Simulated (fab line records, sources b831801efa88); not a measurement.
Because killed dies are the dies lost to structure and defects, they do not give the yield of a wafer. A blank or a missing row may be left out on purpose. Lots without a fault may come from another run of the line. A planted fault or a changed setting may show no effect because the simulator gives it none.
Split-lot experiment | flow sky130 | 23 wafers read across 5 lots, on a route 708 steps long

## THE SPLIT
At SKY_LI_CONTACT_SPUTTER_19 (material Ti, target thk 20 nm, time 106.37 s), the setting power w was moved away from the recipe's 2500 W on 8 of the 23 wafers read, by -6.6% to +10.5%. This setting was run at the recipe's value on the other wafers.

The reading comes from the split's own step.

## THE READING
Ti_of_LI_CONTACT_SPUTTER_19.thk nm (the simulator's own value, which no gauge read), in nm, at SKY_LI_CONTACT_SPUTTER_19 (material Ti, target thk 20 nm, time 106.37 s). The file does not state a usual value for it. Here, 15 wafers ran the recipe; their average is 19.93 nm with a standard deviation of 0.17 nm.

wafer  | tool, chamber at the split | power w as run, W | against the recipe | Ti_of_LI_CONTACT_SPUTTER_19.thk nm, nm | against lot-mates on the recipe
L076.2 | pvd sputter-02, -          | 2500              | recipe             | 19.99                                  | -
L076.4 | pvd sputter-02, -          | 2500              | recipe             | 19.99                                  | -
L076.5 | pvd sputter-02, -          | 2500              | recipe             | 19.97                                  | -
L077.1 | pvd sputter-04, -          | 2375              | -5.0%              | 19.53                                  | -0.66
L077.2 | pvd sputter-04, -          | 2500              | recipe             | 20.11                                  | -
L077.4 | pvd sputter-04, -          | 2375              | -5.0%              | 19.19                                  | -1.00
L077.5 | pvd sputter-04, -          | 2500              | recipe             | 20.26                                  | -
L077.6 | pvd sputter-04, -          | 2375              | -5.0%              | 19.1                                   | -1.09
L082.1 | pvd sputter-01, -          | 2335              | -6.6%              | 18.74                                  | -1.28
L082.2 | pvd sputter-01, -          | 2335              | -6.6%              | 19                                     | -1.02
L082.3 | pvd sputter-01, -          | 2500              | recipe             | 19.93                                  | -
L082.4 | pvd sputter-01, -          | 2500              | recipe             | 19.9                                   | -
L082.6 | pvd sputter-01, -          | 2500              | recipe             | 20.24                                  | -
L083.1 | pvd sputter-04, -          | 2500              | recipe             | 19.7                                   | -
L083.2 | pvd sputter-04, -          | 2763              | +10.5%             | 22.03                                  | +2.27
L083.3 | pvd sputter-04, -          | 2763              | +10.5%             | 22.23                                  | +2.46
L083.4 | pvd sputter-04, -          | 2763              | +10.5%             | 22.11                                  | +2.34
L083.6 | pvd sputter-04, -          | 2500              | recipe             | 19.83                                  | -
L084.1 | pvd sputter-01, -          | 2500              | recipe             | 19.68                                  | -
L084.2 | pvd sputter-01, -          | 2500              | recipe             | 19.75                                  | -
L084.3 | pvd sputter-01, -          | 2500              | recipe             | 20                                     | -
L084.5 | pvd sputter-01, -          | 2500              | recipe             | 19.77                                  | -
L084.6 | pvd sputter-01, -          | 2500              | recipe             | 19.81                                  | -

FIT RESULTS
A straight line over all 23 wafers: Ti_of_LI_CONTACT_SPUTTER_19.thk nm changes by +0.188 nm for each +1% of power w; r = +0.97; the points scatter about the line by 0.21 nm.
The same after taking each lot's own level away (the mean of its wafers on the recipe; 23 wafers): +0.209 nm for each +1%; r = +0.99; scatter 0.15 nm.
Per that fit: largest power w move, reading shift of 2.2 nm.
From 19.765 to 20.185 nm: that is the span of the lots' own levels, equal to 2.4 times the standard deviation above.
So the slope is not independent of the lot-to-lot level: the two fits are not the same.
Check: +2.25 nm against its lot-mates is what the line predicts for one of the wafers moved furthest among these (+10.5%) when that wafer is left out of the fit. Against them it came out at +2.27 nm.

## OTHER SPLITS ON THESE WAFERS
These wafers also went through other splits before the reading. Each is held against what the fit with the lots' levels taken away leaves over:
other split on the same wafers | wafers away from the commonest value | r with Ti_of_LI_CONTACT_SPUTTER_19.thk nm (lot level and that fit taken away)
SKY_LI_CONTACT_ETCH_14 time s  | 5                                    | -0.39

## FILE'S OWN FIT
Ti_of_LI_CONTACT_SPUTTER_19.thk nm changes by +0.206 nm for each +1% of power w, r = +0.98.
